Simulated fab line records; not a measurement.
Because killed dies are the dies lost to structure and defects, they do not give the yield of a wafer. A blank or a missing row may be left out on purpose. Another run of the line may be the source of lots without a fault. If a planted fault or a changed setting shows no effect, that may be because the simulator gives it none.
A struck lot beside a sound one | flow sfqLine | 18 steps out of a route of 325
Sound: the wafers L270.1, L270.2, L270.6. Struck: wafer L260.5; the same lot's L260.2 was not struck, so it is left out; see the end for the cause.
For every step that has rows: the tool of each side, followed by ch and its chambers, followed by its first start. Under that, the readings that differ: sound wafers | struck wafers | difference of the means | sigmas: that difference in standard deviations of wafers without a fault.
alike: a reading whose means differ by less than 2 such deviations, as well as words and numbers matching on both sides. not compared: withheld readings; readings where some wafer has no value; bounds like >300 that might hide an equal value; numbers whose values overlap and for which the record gives no deviation.
A row with sigmas, a row that says differs or no value, or rows on one side alone: a step with any of these is where the two part. Non-overlapping numbers with no deviation appear without sigmas and do not part them. A reading missing from all wafers of one side parts the sides only when that side holds two or more wafers.

SFQ_TRILAYER_M3_BARC_OPEN_METAL_ETCH_100: etches BARC in O2, target depth 125 nm, time 41.7 s.
  sound on rieMetal-02 ch 0,1, day 46 04:59; struck on rieMetal-04 ch 0, day 40 18:53
  alike: drypumpMotorCurrentA, oesProductAu
  not compared: rfHoursCounterH
SFQ_TRILAYER_M3_ETCH_METAL_ETCH_078: etches Nb in Cl2/Ar, stops on SiO2, target depth 240 nm, time 120 s.
  sound on rieMetal-02 ch 0,1, day 46 05:02; struck on rieMetal-04 ch 0, day 40 18:57
  alike: drypumpMotorCurrentA, oesProductAu
  not compared: rfHoursCounterH
then, 3 steps without rows for these wafers: SFQ_TRILAYER_M3_STRIP_STRIP_079 (strips in O2); SFQ_TRILAYER_M3_STRIP_SOLV_CLEAN_080 (cleans in NMP, time 600 s); SFQ_TRILAYER_I3_DEP_PECVD_081 (deposits SiO2 from SiH4/N2O, time 111.11 s, target thk 500 nm).
SFQ_TRILAYER_I3_CMP_CMP_082: polishes SiO2.
  sound on cmp-02 ch 0,2, day 46 13:43; struck on cmp-02 ch 0, day 40 22:26
  alike: headPressurePsi, motorCurrentA, platenRpm, timeToEndpointS
SFQ_I3_BOW_MEAS_922:
  sound on filmMetro-01, day 46 16:13; struck on filmMetro-01, day 40 22:57
  alike: I3_BOW
SFQ_TRILAYER_I3_METRO_MEASURE_083:
  sound on filmMetro-01, day 46 16:20; struck on filmMetro-01, day 40 23:15
reading    | sound             | struck | difference | sigmas
thkNm (nm) | 201.0 199.1 199.6 | 202.6  | +2.7       | +2
then, 4 steps without rows for these wafers: SFQ_TRILAYER_I3_VIA_LITHO_COAT_090 (resist thk 62 nm); SFQ_TRILAYER_I3_VIA_LITHO_COAT_085 (resist thk 650 nm); SFQ_TRILAYER_I3_VIA_LITHO_SOFTBAKE_089; SFQ_TRILAYER_I3_VIA_LITHO_EXPOSE_086 (exposes mask I3, target cd 500 nm).
-- the record jumps here: 7 days lie between the struck wafers' starts before and after --
SFQ_TRILAYER_I3_VIA_LITHO_PEB_088: peb time 60 s.
  sound on lithoTrack-02 ch 0, day 52 02:22; struck on lithoTrack-03 ch 0, day 47 15:11
then, 1 step without rows for these wafers: SFQ_TRILAYER_I3_VIA_LITHO_DEVELOP_087 (time 60 s).
SFQ_I3_OVL_MEAS_923:
  sound on overlay-01, day 52 02:40; struck on overlay-02, day 47 15:28
  alike: I3_OVL
SFQ_TRILAYER_I3_VIA_BARC_OPEN_VIA_ETCH_121: etches BARC in O2, target depth 125 nm, time 41.7 s.
  sound on rieDiel-02 ch 0,3, day 52 02:43; struck on rieDiel-02 ch 3, day 47 15:30
reading            | sound             | struck | difference | sigmas
model.I3.cdNm (nm) | 500.3 501.1 500.3 | 518.4  | +17.8      | 
  alike: drypumpMotorCurrentA, oesProductAu
  not compared: rfHoursCounterH
SFQ_TRILAYER_I3_VIA_ETCH_VIA_ETCH_088: etches SiO2 in CHF3, stops on Nb, target depth 260 nm.
  sound on rieDiel-02 ch 0,3, day 52 02:45; struck on rieDiel-02 ch 3, day 47 15:32
reading            | sound           | struck | difference | sigmas
model.I3.cdNm (nm) | 501 501.6 500.6 | 521.6  | +20.5      | 
  alike: drypumpMotorCurrentA, oesProductAu
SFQ_TRILAYER_I3_VIA_STRIP_STRIP_089: strips in O2.
  sound on rieMetal-02 ch 0,1, day 52 02:52; struck on rieMetal-01 ch 0, day 47 15:40
  alike: drypumpMotorCurrentA, oesProductAu
  not compared: rfHoursCounterH

## WHERE THEY PART
At SFQ_TRILAYER_I3_METRO_MEASURE_083 and nowhere else, as far as this record goes. Later steps at which nothing parts them and some readings are alike: SFQ_I3_OVL_MEAS_923, SFQ_TRILAYER_I3_VIA_BARC_OPEN_VIA_ETCH_121, SFQ_TRILAYER_I3_VIA_ETCH_VIA_ETCH_088, SFQ_TRILAYER_I3_VIA_STRIP_STRIP_089.

WHY: whatever the simulator had introduced
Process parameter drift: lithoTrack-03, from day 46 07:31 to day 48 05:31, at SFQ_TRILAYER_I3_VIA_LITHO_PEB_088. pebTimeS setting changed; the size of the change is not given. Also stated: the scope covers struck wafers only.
